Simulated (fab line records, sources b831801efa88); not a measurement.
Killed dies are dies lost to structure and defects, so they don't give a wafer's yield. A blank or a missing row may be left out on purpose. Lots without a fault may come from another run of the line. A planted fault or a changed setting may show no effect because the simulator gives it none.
Which tool did it? | flow gf180mcu | 6 lots, 18 wafers sampled, at 2 steps of a route of 602

WHAT THE GAUGES READ, wafer by wafer
GF_PSD_CD_MEAS_07: target cd 400 nm.
lot  | measured     | on        | cd_nm (nm)
L586 | day 14 23:04 | cd_sem-02 | 398.3 397.9 397.3
L590 | day 16 04:20 | cd_sem-02 | 399.9 399.6 398.9
L592 | day 16 22:55 | cd_sem-02 | 402.6 400.6 399.9
L595 | day 18 01:11 | cd_sem-01 | 400.3 399.5 400.5
L604 | day 21 08:44 | cd_sem-02 | 398.8 396.2 398.2
L606 | day 21 19:52 | cd_sem-02 | 403.9 402.3 403.2

WHICH TOOL RAN EACH LOT (tool, then ch and the chambers of the sampled wafers, then the start)
lot  | GF_PSD_EXPOSE_04
L586 | iline_stepper-02 ch 0, day 14 13:01
L590 | iline_stepper-02 ch 0, day 15 18:10
L592 | iline_stepper-02 ch 0, day 16 11:44
L595 | iline_stepper-01 ch 0, day 17 14:07
L604 | iline_stepper-01 ch 0, day 20 21:20
L606 | iline_stepper-02 ch 0, day 21 08:30
- GF_PSD_EXPOSE_04: exposes mask Pplus, target cd 400 nm.

THE ANSWER, worked out from the rows above alone
Rule: what is usual is taken from the lots themselves. Put in order of their means at a reading, lots are off if they are a third of the lots or fewer, leave a main group of 4 or more, and stand apart from it by a gap of 3 or more times the standard deviation of the main group's means; of several such gaps the widest counts. A main group whose means are all the same, to the digits that the tables above print for the reading, isn't used. A lot without any number at a reading at which 4 lots or more have one is off too. The other lots that the step has rows for count as sound.
No lot is off at any reading shown: from this, nothing can be told.

WHAT THE SIMULATOR HAD PUT IN
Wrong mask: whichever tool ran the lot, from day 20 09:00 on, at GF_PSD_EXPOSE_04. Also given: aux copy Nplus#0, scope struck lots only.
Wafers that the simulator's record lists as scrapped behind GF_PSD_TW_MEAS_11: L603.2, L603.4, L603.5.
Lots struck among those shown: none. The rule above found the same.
